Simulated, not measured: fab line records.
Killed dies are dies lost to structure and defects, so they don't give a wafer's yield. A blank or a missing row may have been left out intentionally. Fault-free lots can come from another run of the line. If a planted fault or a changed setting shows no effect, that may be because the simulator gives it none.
Check for tools in common | flow sky130 | Sampled: 11 lots, 33 wafers

== WHY THIS WAS OPENED ==
Of 11 lots, 1 have the reading LDD_P_TW flagged at SKY_LDD_P_TW_MEAS_11. Wafers without a fault read 637, standard deviation 8.8.
Rule: flag the lot when none of its wafers has a number, or when each of its wafers that has one lies beyond 4 standard deviations from that mean. The other lots count as sound.

lot  | measured     | on            | LDD_P_TW, wafer by wafer | flag
L319 | day 18 18:59 | film-metro-02 | 632 635 632              |
L322 | day 20 02:25 | film-metro-03 | 647 647 650              |
L323 | day 20 11:38 | film-metro-04 | 626 634 635              |
L325 | day 21 08:20 | film-metro-02 | 636 633 636              |
L326 | day 22 23:11 | film-metro-04 | 29 30 30                 | FLAGGED
L336 | day 25 04:44 | film-metro-03 | 649 641 643              |
L337 | day 25 09:02 | film-metro-04 | 627 633 630              |
L338 | day 25 22:18 | film-metro-02 | 638 636 636              |
L339 | day 26 06:58 | film-metro-03 | 650 650 651              |
L340 | day 26 09:18 | film-metro-03 | 651 648 646              |
L342 | day 27 04:54 | film-metro-02 | 636 636 633              |
The mean of the flagged lots' numbers is 30, -607 from the usual (-69 standard deviations).

== EACH LOT AND THE TOOL IT RAN ON ==
3 process steps preceding the reading are held in the record, out of 708 steps in the route. Each cell gives the tool, then ch followed by the chambers the sampled wafers passed through, then the start.
lot  | flag    | SKY_POLY_GATE_STRIP_18               | SKY_LDD_P_EXPOSE_04                 | SKY_LDD_P_STRIP_10
L319 |         | plasma-asher-03 ch 0,1, day 16 05:35 | iline-stepper-01 ch 0, day 18 03:48 | plasma-asher-01 ch 0,1, day 18 18:52
L322 |         | plasma-asher-04 ch 0,1, day 17 08:46 | iline-stepper-02 ch 0, day 19 10:48 | plasma-asher-02 ch 0,1, day 20 02:20
L323 |         | plasma-asher-02 ch 0,1, day 17 20:02 | iline-stepper-01 ch 0, day 19 19:46 | plasma-asher-04 ch 0,1, day 20 11:32
L325 |         | plasma-asher-02 ch 0, day 18 14:08   | iline-stepper-01 ch 0, day 20 16:09 | plasma-asher-01 ch 0,1, day 21 08:14
L326 | FLAGGED | plasma-asher-04 ch 0,1, day 20 02:10 | iline-stepper-01 ch 0, day 22 07:26 | plasma-asher-04 ch 0, day 22 23:05
L336 |         | plasma-asher-04 ch 0,1, day 22 14:35 | iline-stepper-01 ch 0, day 24 13:41 | plasma-asher-02 ch 0,1, day 25 04:38
L337 |         | plasma-asher-04 ch 0, day 22 18:47   | iline-stepper-01 ch 0, day 24 17:50 | plasma-asher-04 ch 0, day 25 08:56
L338 |         | plasma-asher-04 ch 0, day 23 06:56   | iline-stepper-01 ch 0, day 25 07:17 | plasma-asher-01 ch 0,1, day 25 22:11
L339 |         | plasma-asher-02 ch 0,1, day 23 17:55 | iline-stepper-02 ch 0, day 25 17:04 | plasma-asher-01 ch 0,1, day 26 06:52
L340 |         | plasma-asher-04 ch 0,1, day 23 19:28 | iline-stepper-01 ch 0, day 25 18:59 | plasma-asher-04 ch 0, day 26 09:11
L342 |         | plasma-asher-03 ch 0,1, day 24 15:50 | iline-stepper-02 ch 0, day 26 14:16 | plasma-asher-01 ch 0,1, day 27 04:47
What is done by these steps:
- SKY_POLY_GATE_STRIP_18: strips in O2/N2.
- SKY_LDD_P_EXPOSE_04: exposes mask PSDM, target cd 380 nm.
- SKY_LDD_P_STRIP_10: strips in O2/N2.
- SKY_LDD_P_TW_MEAS_11

== FLAGGED AGAINST TOTAL, ONE TOOL AT A TIME (gauges that did the reading follow at the end) ==
step                   | tool             | lots run | flagged | share of the flagged lots | sound lots run after its first flagged lot
SKY_POLY_GATE_STRIP_18 | plasma-asher-02  | 3        | 0       | none                      | -
SKY_POLY_GATE_STRIP_18 | plasma-asher-03  | 2        | 0       | none                      | -
SKY_POLY_GATE_STRIP_18 | plasma-asher-04  | 6        | 1       | all                       | 4 (L336,L337,L338,L340)
SKY_LDD_P_EXPOSE_04    | iline-stepper-01 | 8        | 1       | all                       | 4 (L336,L337,L338,L340)
SKY_LDD_P_EXPOSE_04    | iline-stepper-02 | 3        | 0       | none                      | -
SKY_LDD_P_STRIP_10     | plasma-asher-01  | 5        | 0       | none                      | -
SKY_LDD_P_STRIP_10     | plasma-asher-02  | 2        | 0       | none                      | -
SKY_LDD_P_STRIP_10     | plasma-asher-04  | 4        | 1       | all                       | 2 (L337,L340)
SKY_LDD_P_TW_MEAS_11   | film-metro-02    | 4        | 0       | none                      | -
SKY_LDD_P_TW_MEAS_11   | film-metro-03    | 4        | 0       | none                      | -
SKY_LDD_P_TW_MEAS_11   | film-metro-04    | 3        | 1       | all                       | 1 (L337)

== WHAT IS ALLOWED BY THE TABLE ==
4 rows of the table ran every flagged lot: plasma-asher-04 at SKY_POLY_GATE_STRIP_18, iline-stepper-01 at SKY_LDD_P_EXPOSE_04, plasma-asher-04 at SKY_LDD_P_STRIP_10, film-metro-04 at SKY_LDD_P_TW_MEAS_11.
- plasma-asher-04 at SKY_POLY_GATE_STRIP_18: 1 of its 6 lots flagged. Sound lots ran on it after the first flagged one (L336, L337, L338, L340), which a lasting fault on the whole tool wouldn't allow.
- iline-stepper-01 at SKY_LDD_P_EXPOSE_04: 1 of its 8 lots flagged. Sound lots ran on it after the first flagged one (L336, L337, L338, L340), which a lasting fault on the whole tool wouldn't allow.
- plasma-asher-04 at SKY_LDD_P_STRIP_10: 1 of its 4 lots flagged. Sound lots ran on it after the first flagged one (L337, L340), which a lasting fault on the whole tool wouldn't allow.
- film-metro-04 at SKY_LDD_P_TW_MEAS_11: 1 of its 3 lots flagged. Sound lots ran on it after the first flagged one (L337), which a lasting fault on the whole tool wouldn't allow.
None of the table's rows ran every flagged lot and, after the first, no sound lot.

== WHAT THE SIMULATOR HAD INSERTED ==
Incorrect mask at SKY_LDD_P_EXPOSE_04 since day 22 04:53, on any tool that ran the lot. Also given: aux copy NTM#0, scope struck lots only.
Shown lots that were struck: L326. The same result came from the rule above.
